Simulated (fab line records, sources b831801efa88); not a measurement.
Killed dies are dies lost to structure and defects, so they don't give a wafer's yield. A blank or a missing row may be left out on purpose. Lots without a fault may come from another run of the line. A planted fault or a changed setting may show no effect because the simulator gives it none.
fab line records | flow sky130
record lots=12 wafers=36 last_day=50
route steps=708 shown VIA2@521 CAPM@549 VIA3@573 PAD_OPEN@708
lots that met no fault: from a run of the same line without faults
start_h: hours from the record's first day to the start of the lot's first wafer shown | wait_h: hours since the lot's step before | " the same as in the row above | L1.1+2: a row that stands for several wafers | - no value, or no start given | * or withheld: withheld | < > ~ a bound
route shown NAME@n: a module of which the file shows steps, and the number in the route of the first | usual: mean/standard deviation of fault-free wafers | same: alike in all rows | chamber/n: place in a boat | sites: the reading at each site | _std_site: their standard deviation | _edge_site: outer sites' mean less inner sites' | radius_mm: how far each site lies from the wafer's centre | mask NAME#n: copy n | behind: the tool/chamber that last shaped the wafer | hold: why the lot was held/for how many hours/how that ended | device: the transistor (n, p or np) that didn't switch | end of line: the same wafers' tests at the end of the route | a step without rows: its recipe alone | killed: dies lost to structure and defects at the first sort, not the wafer's yield | map: a wafer's dies, x killed, . not, _ none there
set.NAME: the setting as run; set.NAME@STEP: as run at that earlier step | model.NAME: the simulator's own value behind a step, which no gauge read
steps of the route over a sample of lots; a table a step, a row a wafer
services: from which hour (start_h, from the record's first day; less than 0 if before it) a tool's chamber was out of use, for how many hours, and why
## steps
# step SKY_VIA2_ETCH_14
# recipe chemistry=N2/H2 target=BARC ion_energy_ev=200 source_w=500 bias_w=100 pressure_mtorr=30 n2_flow_sccm=100 h2_flow_sccm=200 stop_on=SiO2 time_s=45.9 target_depth_a=600
# usual drypump_motor_current_A=5.9/0.48 h2_flow_sccm=200.0/0.59 oes_product_au=0.854/0.005 throttle_valve_pct=13.226/0.01
# columns lot.wafer tool chamber start_h wait_h drypump_motor_current_A h2_flow_sccm oes_product_au rf_hours_counter_h throttle_valve_pct
L690.2 rie_diel-04 1 854.92 0.0 6.6 199.7 0.851 1 13.250
L690.3 " 2 " " 5.4 200.3 0.852 7 13.226
L690.6 " 1 " " 6.6 201.0 0.846 - 13.221
L691.3 rie_diel-03 3 862.60 0.0 5.9 201.0 0.853 14 13.212
L691.4 " 2 " " 5.1 200.1 0.863 16 13.231
L691.5 " 2 " " 5.1 199.5 0.854 - 13.206
L692.1 rie_diel-02 0 865.53 0.0 6.4 200.8 0.858 18 13.231
L692.3 " 3 " " 6.4 199.4 0.850 12 13.235
L692.4 " 1 " " 6.1 199.7 0.850 13 13.220
L693.1 rie_diel-02 2 872.08 0.0 5.4 200.0 0.852 11 13.230
L693.2 " 3 " " 6.4 200.4 0.856 12 13.231
L693.6 " 1 " " 6.0 199.4 0.857 - 13.235
L694.1 rie_diel-04 3 884.28 0.0 6.0 199.4 0.848 0 13.212
L694.3 " 2 " " 5.5 199.5 0.855 7 13.216
L694.4 " 1 " " 6.6 199.7 0.869 2 13.226
L698.1 rie_diel-03 3 908.75 0.0 5.9 200.3 0.844 16 13.208
L698.3 " 1 " " 5.4 198.9 0.850 9 13.204
L698.5 " 0 " " 6.1 199.9 0.852 - 13.242
L702.2 rie_diel-03 3 941.03 0.0 5.9 199.2 0.853 16 13.230
L702.3 " 0 " " 6.2 199.5 0.854 20 13.224
L702.6 " 2 " " 5.1 199.6 0.855 - 13.245
L704.4 rie_diel-04 0 953.78 0.0 6.4 201.1 0.854 16 13.228
L704.5 " 0 " " 6.4 200.9 0.848 - 13.242
L704.6 " 1 " " 6.6 200.1 0.851 - 13.230
L705.2 rie_diel-04 2 959.80 0.0 5.5 199.4 0.853 10 13.222
L705.3 " 3 " " 5.9 200.7 0.847 2 13.206
L705.6 " 3 " " 5.9 199.6 0.854 - 13.233
L706.1 rie_diel-02 0 966.47 0.0 6.4 199.5 0.861 22 13.220
L706.2 " 3 " " 6.4 199.2 0.859 15 13.219
L706.4 " 1 " " 6.0 199.9 0.857 17 13.232
L710.1 rie_diel-02 3 995.05 0.0 6.4 199.3 0.853 16 13.230
L710.2 " 1 " " 6.1 200.8 0.847 18 13.214
L710.6 " 0 " " 6.4 199.9 0.845 - 13.232
L712.2 rie_diel-02 3 1000.37 0.0 6.4 200.6 0.851 16 13.230
L712.3 " 2 " " 5.4 198.8 0.855 15 13.225
L712.4 " 1 " " 6.1 200.7 0.856 18 13.216
# step SKY_CAPM_OVL_MEAS_12
# usual CAPM_OVL=-0.2/1.4
# columns lot.wafer tool chamber start_h wait_h CAPM_OVL[nm]
L690.2 overlay-02 - 882.65 0.1 -0.1
L690.3 " - " " -0.6
L690.6 " - " " -1.0
L691.3 overlay-02 - 889.88 0.1 1.7
L691.4 " - " " 0.4
L691.5 " - " " 1.9
L692.1 overlay-01 - 893.25 0.1 -1.8
L692.3 " - " " -0.3
L692.4 " - " " -1.3
L693.1 overlay-01 - 899.61 0.1 1.3
L693.2 " - " " 1.6
L693.6 " - " " 2.3
L694.1 overlay-01 - 910.52 0.1 -1.1
L694.3 " - " " -1.1
L694.4 " - " " -0.8
L698.1 overlay-02 - 935.05 0.1 -4.1
L698.3 " - " " -2.5
L698.5 " - " " -1.8
L702.2 overlay-01 - 966.62 0.1 -0.4
L702.3 " - " " 0.4
L702.6 " - " " 0.3
L704.4 overlay-02 - 978.79 0.1 0.9
L704.5 " - " " 0.5
L704.6 " - " " 0.6
L705.2 overlay-02 - 985.43 0.1 -0.7
L705.3 " - " " -1.7
L705.6 " - " " -2.4
L706.1 overlay-02 - 991.26 0.1 -0.7
L706.2 " - " " -1.9
L706.4 " - " " -1.0
L710.1 overlay-02 - 1019.41 0.1 -0.2
L710.2 " - " " -0.4
L710.6 " - " " 0.0
L712.2 overlay-02 - 1024.82 0.1 -2.8
L712.3 " - " " -2.7
L712.4 " - " " -4.2
# step SKY_VIA3_HDPCVD_00
# recipe material=SiO2 target_thk_nm=1635 sigma_open_frac=0.3 time_s=272.5 temp_c=400 sih4_flow_sccm=60 pressure_mtorr=6
# usual run_length_s=300.4/0.63
# columns lot.wafer tool chamber start_h wait_h run_length_s
L690.2 hdpcvd-01 2 909.88 0.0 300.8
L690.3 " 0 " " 300.2
L690.6 " 0 " " 300.1
L691.3 hdpcvd-01 2 917.07 0.0 301.3
L691.4 " 1 " " 299.2
L691.5 " 2 " " 301.3
L692.1 hdpcvd-01 2 919.65 0.0 300.7
L692.3 " 0 " " 300.0
L692.4 " 1 " " 299.2
L693.1 hdpcvd-02 0 926.59 0.0 300.6
L693.2 " 2 " " 301.2
L693.6 " 1 " " 300.2
L694.1 hdpcvd-01 0 937.02 0.0 300.5
L694.3 " 1 " " 299.8
L694.4 " 0 " " 300.7
L698.1 hdpcvd-02 0 961.30 0.0 300.9
L698.3 " 2 " " 300.8
L698.5 " 0 " " 300.7
L702.2 hdpcvd-01 2 992.05 0.0 300.7
L702.3 " 1 " " 299.4
L702.6 " 2 " " 300.8
L704.4 hdpcvd-01 1 1003.88 0.1 299.5
L704.5 " 0 " " 300.1
L704.6 " 2 " " 300.9
L705.2 hdpcvd-02 2 1009.82 0.0 147.9
L705.3 " 1 " " 300.4
L705.6 " 0 " " 147.7
L706.1 hdpcvd-02 0 1015.69 0.0 148.3
L706.2 " 2 " " 148.0
L706.4 " 0 " " 300.4
L710.1 hdpcvd-01 1 1043.43 0.0 299.3
L710.2 " 0 " " 300.3
L710.6 " 1 " " 299.7
L712.2 hdpcvd-01 2 1049.03 0.0 301.4
L712.3 " 1 " " 300.0
L712.4 " 1 " " 299.5
# step SKY_VIA3_THK_MEAS_01
# recipe reads=SiO2_of_VIA3_HDPCVD_00
# usual VIA3_HDPCVD_THK=1634/17
# columns lot.wafer tool chamber start_h wait_h hold VIA3_HDPCVD_THK[nm]
L690.2 film_metro-01 - 910.06 0.1 - 1626
L690.3 " - " " - 1634
L690.6 " - " " - 1629
L691.3 film_metro-02 - 917.26 0.1 - 1634
L691.4 " - " " - 1616
L691.5 " - " " - 1656
L692.1 film_metro-03 - 919.82 0.1 - 1628
L692.3 " - " " - 1630
L692.4 " - " " - 1605
L693.1 film_metro-02 - 926.76 0.1 - 1642
L693.2 " - " " - 1641
L693.6 " - " " - 1648
L694.1 film_metro-03 - 937.19 0.1 - 1618
L694.3 " - " " - 1599
L694.4 " - " " - 1620
L698.1 film_metro-03 - 961.47 0.1 - 1644
L698.3 " - " " - 1666
L698.5 " - " " - 1641
L702.2 film_metro-01 - 992.22 0.1 - 1635
L702.3 " - " " - 1630
L702.6 " - " " - 1656
L704.4 film_metro-03 - 1004.03 0.1 - 1600
L704.5 " - " " - 1628
L704.6 " - " " - 1637
L705.2 film_metro-03 - 1009.99 0.1 await_dispo/0.2h/release 707
L705.3 " - " " await_dispo/0.2h/release 1618
L705.6 " - " " await_dispo/0.2h/release 714
L705.2 film_metro-03 - 1010.22 0.2 - 707
L705.3 " - " " - 1618
L705.6 " - " " - 713
L706.1 film_metro-03 - 1015.86 0.1 await_dispo/0.2h/release 715
L706.2 " - " " await_dispo/0.2h/release 736
L706.4 " - " " await_dispo/0.2h/release 1640
L706.1 film_metro-03 - 1016.09 0.2 - 713
L706.2 " - " " - 737
L706.4 " - " " - 1639
L710.1 film_metro-01 - 1043.60 0.1 - 1638
L710.2 " - " " - 1612
L710.6 " - " " - 1621
L712.2 film_metro-03 - 1049.21 0.1 - 1601
L712.3 " - " " - 1609
L712.4 " - " " - 1608
# step SKY_VIA3_BOW_MEAS_03
# recipe mode=bow
# usual VIA3_BOW=80/9
# columns lot.wafer tool chamber start_h wait_h VIA3_BOW[um]
L690.2 film_metro-01 - 910.43 0.3 87
L690.3 " - " " 83
L690.6 " - " " 75
L691.3 film_metro-01 - 918.17 0.1 83
L691.4 " - " " 75
L691.5 " - " " 79
L692.1 film_metro-02 - 920.18 0.2 70
L692.3 " - " " 81
L692.4 " - " " 82
L693.1 film_metro-03 - 927.12 0.2 67
L693.2 " - " " 81
L693.6 " - " " 86
L694.1 film_metro-01 - 937.55 0.2 89
L694.3 " - " " 85
L694.4 " - " " 67
L698.1 film_metro-01 - 961.83 0.2 75
L698.3 " - " " 80
L698.5 " - " " 73
L702.2 film_metro-02 - 992.59 0.1 93
L702.3 " - " " 89
L702.6 " - " " 89
L704.4 film_metro-01 - 1004.42 0.2 63
L704.5 " - " " 79
L704.6 " - " " 73
L705.2 film_metro-02 - 1012.76 0.1 91
L705.3 " - " " 83
L705.6 " - " " 91
L706.1 film_metro-02 - 1020.39 0.3 79
L706.2 " - " " 76
L706.4 " - " " 73
L710.1 film_metro-03 - 1043.97 0.2 80
L710.2 " - " " 86
L710.6 " - " " 98
L712.2 film_metro-03 - 1049.58 0.2 82
L712.3 " - " " 73
L712.4 " - " " 72
# step SKY_PAD_OPEN_PROBE_99
# usual defect_limited_yield=82.4/2 killed_at_M0_to_M3=44/6.8 killed_at_M4_up=3.4/2 killed_at_contacts=24/5.2 killed_at_front_end=15/5.2 killed_at_other=0.2/0.46 killed_dies=87/9.8 killed_open=47/7.5 killed_short=39/6.8
# same gross_dies=492 killed_at_back_side=0
# columns lot.wafer tool chamber start_h wait_h defect_limited_yield[%] killed_at_M0_to_M3 killed_at_M4_up killed_at_contacts killed_at_front_end killed_at_other killed_dies killed_open killed_short
L691.3 prober-01 - 1088.00 0.2 80.9 52 2 27 13 0 94 55 39
L691.4 prober-01 - 1088.05 0.2 78.3 55 6 18 28 0 107 55 52
L691.5 prober-01 - 1088.10 0.2 77.4 58 4 30 19 0 111 59 52
L694.1 prober-02 - 1103.16 0.1 81.3 54 2 26 10 0 92 58 34
L694.3 prober-02 - 1103.26 0.2 81.9 54 5 19 11 0 89 54 35
L694.4 prober-02 - 1103.31 0.2 79.1 47 8 34 13 1 103 48 55
L702.2 prober-01 - 1146.75 0.1 81.7 38 5 25 22 0 90 51 39
L702.3 prober-01 - 1146.80 0.2 83.5 44 5 19 13 0 81 39 42
L702.6 prober-01 - 1146.95 0.2 82.9 39 1 24 20 0 84 48 36
L704.4 prober-02 - 1158.25 0.2 81.3 44 1 22 25 0 92 55 37
L704.5 prober-02 - 1158.30 0.2 80.7 51 0 28 15 1 95 53 42
L704.6 prober-02 - 1158.35 0.2 86.2 33 4 17 13 1 68 38 30
L705.2 prober-01 - 1162.84 0.1 81.9 46 5 27 11 0 89 40 49
L705.3 prober-01 - 1162.89 0.2 84.6 41 1 23 11 0 76 42 34
L705.6 prober-01 - 1163.04 0.2 82.7 46 4 27 8 0 85 43 42
# killed by level:class
L691.3 VIA1:geometric_particle:open=16 CONTACT:geometric_particle:open=10 METAL1:geometric_particle:short=8 METAL2:geometric_particle:short=6 VIA2:geometric_particle:open=6 FIELD_ISO:geometric_particle:open=5 CONTACT:geometric_particle:short=5 VIA3:geometric_particle:open=5
L691.4 VIA1:geometric_particle:open=12 FIELD_ISO:geometric_particle:open=9 VIA3:geometric_particle:open=9 VIA2:geometric_particle:open=8 FIELD_ISO:geometric_particle:short=7 POLY_GATE:geometric_particle:short=6 METAL4:geometric_particle:short=6 METAL2:geometric_particle:short=6
L691.5 LI_CONTACT:geometric_particle:open=10 VIA3:geometric_particle:open=10 CONTACT:geometric_particle:open=9 VIA1:geometric_particle:open=8 METAL1:geometric_particle:short=8 METAL2:geometric_particle:short=8 LOCAL_INTERCONNECT:geometric_particle:short=6 VIA1:geometric_particle:short=6
L694.1 VIA1:geometric_particle:open=20 LI_CONTACT:geometric_particle:open=10 CONTACT:geometric_particle:open=7 VIA1:geometric_particle:short=6 VIA2:geometric_particle:short=5 METAL2:geometric_particle:short=5 LOCAL_INTERCONNECT:geometric_particle:open=4 METAL1:geometric_particle:short=4
L694.3 VIA1:geometric_particle:open=11 VIA3:geometric_particle:open=10 CONTACT:geometric_particle:open=8 METAL1:geometric_particle:short=6 VIA2:geometric_particle:open=6 LI_CONTACT:geometric_particle:open=5 METAL1:geometric_particle:open=4 VIA1:geometric_particle:short=4
L694.4 CONTACT:geometric_particle:open=12 VIA1:geometric_particle:short=11 LI_CONTACT:geometric_particle:open=9 LI_CONTACT:geometric_particle:short=8 VIA1:geometric_particle:open=7 VIA2:geometric_particle:open=7 METAL1:geometric_particle:short=6 FIELD_ISO:geometric_particle:short=5
L702.2 CONTACT:geometric_particle:open=13 FIELD_ISO:geometric_particle:open=7 VIA1:geometric_particle:open=7 VIA3:geometric_particle:open=6 LI_CONTACT:geometric_particle:open=6 METAL2:geometric_particle:short=6 FIELD_ISO:geometric_particle:short=5 POLY_GATE:geometric_particle:short=5
L702.3 VIA1:geometric_particle:open=14 VIA2:geometric_particle:open=6 VIA1:geometric_particle:short=6 CONTACT:geometric_particle:open=6 LI_CONTACT:geometric_particle:open=5 METAL2:geometric_particle:short=5 METAL4:geometric_particle:short=5 FIELD_ISO:geometric_particle:short=4
L702.6 LI_CONTACT:geometric_particle:open=9 VIA1:geometric_particle:open=9 VIA3:geometric_particle:open=7 VIA1:geometric_particle:short=6 POLY_GATE:geometric_particle:open=5 VIA2:geometric_particle:open=5 CONTACT:geometric_particle:open=5 FIELD_ISO:geometric_particle:short=4
L704.4 VIA2:geometric_particle:open=11 CONTACT:geometric_particle:open=10 VIA3:geometric_particle:open=8 FIELD_ISO:geometric_particle:short=7 FIELD_ISO:geometric_particle:open=6 POLY_GATE:geometric_particle:open=6 CONTACT:geometric_particle:short=5 METAL1:geometric_particle:short=5
L704.5 CONTACT:geometric_particle:open=15 VIA1:geometric_particle:open=10 METAL1:geometric_particle:short=9 VIA2:geometric_particle:open=7 LOCAL_INTERCONNECT:geometric_particle:short=6 VIA3:geometric_particle:open=5 FIELD_ISO:geometric_particle:short=4 LI_CONTACT:geometric_particle:open=4
L704.6 CONTACT:geometric_particle:open=7 FIELD_ISO:geometric_particle:open=6 VIA2:geometric_particle:open=6 VIA1:geometric_particle:open=6 METAL1:geometric_particle:short=5 VIA3:geometric_particle:open=5 VIA1:geometric_particle:short=4 FIELD_ISO:geometric_particle:short=3
L705.2 VIA1:geometric_particle:open=9 VIA3:geometric_particle:open=8 CONTACT:geometric_particle:short=7 METAL2:geometric_particle:short=7 METAL1:geometric_particle:short=6 LI_CONTACT:geometric_particle:open=6 LOCAL_INTERCONNECT:geometric_particle:short=5 FIELD_ISO:geometric_particle:short=4
L705.3 CONTACT:geometric_particle:open=9 VIA1:geometric_particle:open=7 VIA3:geometric_particle:open=6 METAL2:geometric_particle:short=5 VIA1:geometric_particle:short=5 VIA2:geometric_particle:open=5 LI_CONTACT:geometric_particle:open=4 CONTACT:geometric_particle:short=4
L705.6 CONTACT:geometric_particle:open=13 VIA1:geometric_particle:open=13 METAL2:geometric_particle:short=11 CONTACT:geometric_particle:short=5 METAL1:geometric_particle:short=5 FIELD_ISO:geometric_particle:short=4 LI_CONTACT:geometric_particle:open=4 LOCAL_INTERCONNECT:geometric_particle:short=3
## services
# columns tool chamber start_h hours kind
rie_diel-04 - 835.99 1.1 repair
rie_diel-02 3 841.17 7.1 repair
rie_diel-04 3 843.22 - clean
rie_diel-04 3 843.22 20.0 scheduled_down
rie_diel-04 3 843.22 20.0 vent_cycle
hdpcvd-02 - 859.95 0.6 repair
rie_diel-04 3 904.88 4.0 repair
hdpcvd-01 - 950.25 15.0 pm
hdpcvd-01 0 950.25 15.0 vent_cycle
hdpcvd-01 1 950.25 15.0 vent_cycle
hdpcvd-01 2 950.25 15.0 vent_cycle
rie_diel-03 3 952.39 1.4 repair
rie_diel-04 0 953.94 7.1 repair
hdpcvd-01 0 965.25 - clean
hdpcvd-01 1 965.25 - clean
hdpcvd-01 2 965.25 - clean
rie_diel-04 1 971.05 7.3 repair
rie_diel-04 - 971.57 0.5 repair
rie_diel-04 0 982.91 3.1 repair
hdpcvd-01 1 987.14 2.8 repair
hdpcvd-01 - 1006.03 1.8 repair
hdpcvd-02 - 1012.26 0.8 repair
rie_diel-04 1 1016.73 2.1 repair
hdpcvd-02 - 1020.10 5.5 pm
## key
first_sign step=SKY_VIA3_HDPCVD_00 reading=run_length_s direction=down sigmas=99+ usual=* struck=*
effect step=SKY_VIA3_THK_MEAS_01 reading=visit direction=added
effect step=SKY_VIA3_THK_MEAS_01 reading=VIA3_HDPCVD_THK direction=down sigmas=53 usual=1634 struck=718
met_at SKY_VIA3_HDPCVD_00
struck_lots L705,L706
struck_wafers L705.2,L705.6,L706.1,L706.2
not_acting_at SKY_VIA2_ETCH_14,SKY_CAPM_OVL_MEAS_12,SKY_VIA3_BOW_MEAS_03
onset_between 961.30 1009.82
fault kind=process_parameter_drift tool=hdpcvd-02 chamber=- onset_h=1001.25 steps=SKY_VIA3_HDPCVD_00 channel=time_s offset=* shape=step end_h=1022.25 scope=struck_wafers_only acts_in=* stated=*
